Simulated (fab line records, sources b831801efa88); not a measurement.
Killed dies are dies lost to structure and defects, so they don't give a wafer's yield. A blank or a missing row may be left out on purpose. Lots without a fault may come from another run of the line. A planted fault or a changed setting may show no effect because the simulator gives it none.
Tool commonality check | flow sky130 | 12 lots, 36 wafers sampled

WHY IT WAS OPENED
At SKY_LDD_LDN_OVL_MEAS_07 the reading LDD_LDN_OVL is flagged on 3 of 12 lots. Wafers without a fault read -0.3 nm, standard deviation 1.3.
Rule: a lot is flagged when every wafer of it that has a number lies more than 4 standard deviations from that mean, or none has a number. The other lots count as sound.

lot  | measured     | on         | LDD_LDN_OVL (nm), wafer by wafer | flag
L714 | day 22 20:46 | overlay-02 | -2.7 -0.6 -0.6                   |
L715 | day 23 05:29 | overlay-02 | 1.9 0.8 -0.2                     |
L716 | day 23 13:14 | overlay-02 | 0.0 0.2 -0.8                     |
L717 | day 24 14:50 | overlay-01 | -1.4 -2.1 0.0                    |
L721 | day 25 09:23 | overlay-01 | 74.1 76.0 74.5                   | FLAGGED
L722 | day 25 16:40 | overlay-02 | 74.5 73.6 74.6                   | FLAGGED
L723 | day 26 04:38 | overlay-01 | 75.2 75.4 74.8                   | FLAGGED
L724 | day 26 09:34 | overlay-02 | 0.4 0.5 -0.3                     |
L726 | day 27 10:53 | overlay-02 | -1.2 -0.2 0.9                    |
L728 | day 27 20:22 | overlay-01 | -0.8 0.9 1.1                     |
L729 | day 28 09:43 | overlay-01 | -0.8 -0.3 -0.4                   |
L737 | day 30 20:18 | overlay-02 | -0.1 -0.3 -0.2                   |
The numbers of the flagged lots are 74.7 nm on average: +75.0 nm against the usual, or +58 standard deviations.

WHICH TOOL RAN EACH LOT
The record holds 3 process steps before the reading, out of a route of 708 steps. In each cell: the tool, then ch and the chambers that the sampled wafers went through, then the start.
lot  | flag    | SKY_LDD_P_STRIP_10                   | SKY_LDD_HVP_STRIP_09                 | SKY_LDD_LDN_EXPOSE_04
L714 |         | plasma_asher-02 ch 0,1, day 19 01:20 | plasma_asher-03 ch 0,1, day 21 14:52 | iline_stepper-02 ch 0, day 22 06:12
L715 |         | plasma_asher-02 ch 0,1, day 19 08:28 | plasma_asher-03 ch 0,1, day 21 23:40 | iline_stepper-02 ch 0, day 22 14:59
L716 |         | plasma_asher-02 ch 0,1, day 19 18:28 | plasma_asher-03 ch 0,1, day 22 07:36 | iline_stepper-02 ch 0, day 22 22:08
L717 |         | plasma_asher-01 ch 0,1, day 20 20:13 | plasma_asher-04 ch 0,1, day 23 09:17 | iline_stepper-01 ch 0, day 24 00:32
L721 | FLAGGED | plasma_asher-02 ch 0,1, day 21 16:59 | plasma_asher-03 ch 0,1, day 24 05:03 | iline_stepper-02 ch 0, day 24 19:53
L722 | FLAGGED | plasma_asher-02 ch 0,1, day 21 22:35 | plasma_asher-01 ch 0,1, day 24 11:40 | iline_stepper-02 ch 0, day 25 02:10
L723 | FLAGGED | plasma_asher-02 ch 0,1, day 22 10:55 | plasma_asher-03 ch 0,1, day 24 23:30 | iline_stepper-02 ch 0, day 25 14:20
L724 |         | plasma_asher-01 ch 0,1, day 22 16:47 | plasma_asher-03 ch 0,1, day 25 03:34 | iline_stepper-01 ch 0, day 25 18:57
L726 |         | plasma_asher-02 ch 1, day 23 18:13   | plasma_asher-03 ch 0,1, day 26 05:42 | iline_stepper-01 ch 0, day 26 20:37
L728 |         | plasma_asher-03 ch 0,1, day 24 05:46 | plasma_asher-04 ch 0,1, day 26 15:55 | iline_stepper-01 ch 0, day 27 06:35
L729 |         | plasma_asher-03 ch 0,1, day 24 19:55 | plasma_asher-04 ch 0,1, day 27 05:34 | iline_stepper-01 ch 0, day 27 19:26
L737 |         | plasma_asher-01 ch 0,1, day 27 07:18 | plasma_asher-04 ch 0,1, day 29 16:24 | iline_stepper-01 ch 0, day 30 05:50
What these steps do:
- SKY_LDD_P_STRIP_10: strips in O2/N2.
- SKY_LDD_HVP_STRIP_09: strips in O2/N2.
- SKY_LDD_LDN_EXPOSE_04: exposes mask LDNTM, target cd 700 nm.
- SKY_LDD_LDN_OVL_MEAS_07

FLAGGED OVER TOTAL, TOOL BY TOOL (the gauges that took the reading come last)
step                    | tool             | lots run | flagged | share of the flagged lots | sound lots run after its first flagged lot
SKY_LDD_P_STRIP_10      | plasma_asher-01  | 3        | 0       | none                      | -
SKY_LDD_P_STRIP_10      | plasma_asher-02  | 7        | 3       | all                       | 1 (L726)
SKY_LDD_P_STRIP_10      | plasma_asher-03  | 2        | 0       | none                      | -
SKY_LDD_HVP_STRIP_09    | plasma_asher-01  | 1        | 1       | some                      | 0
SKY_LDD_HVP_STRIP_09    | plasma_asher-03  | 7        | 2       | some                      | 2 (L724,L726)
SKY_LDD_HVP_STRIP_09    | plasma_asher-04  | 4        | 0       | none                      | -
SKY_LDD_LDN_EXPOSE_04   | iline_stepper-01 | 6        | 0       | none                      | -
SKY_LDD_LDN_EXPOSE_04   | iline_stepper-02 | 6        | 3       | all                       | 0
SKY_LDD_LDN_OVL_MEAS_07 | overlay-01       | 5        | 2       | some                      | 2 (L728,L729)
SKY_LDD_LDN_OVL_MEAS_07 | overlay-02       | 7        | 1       | some                      | 3 (L724,L726,L737)

WHAT THE TABLE ALLOWS
2 rows of the table ran every flagged lot: plasma_asher-02 at SKY_LDD_P_STRIP_10, iline_stepper-02 at SKY_LDD_LDN_EXPOSE_04.
- plasma_asher-02 at SKY_LDD_P_STRIP_10: 3 of its 7 lots flagged. Sound lots ran on it after the first flagged one (L726), which a lasting fault on the whole tool wouldn't allow.
- iline_stepper-02 at SKY_LDD_LDN_EXPOSE_04: 3 of its 6 lots flagged. Its last sound lot is L716 (day 22 22:08), its first flagged lot L721 (day 24 19:53): a fault that began between those two fits.
One tool is left: iline_stepper-02 at SKY_LDD_LDN_EXPOSE_04.

WHAT THE SIMULATOR HAD PUT IN
Scanner matching overlay: iline_stepper-02, from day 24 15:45 on, at SKY_LDD_LDN_EXPOSE_04. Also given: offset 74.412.
Lots struck among those shown: L721, L722, L723. The rule above found the same.
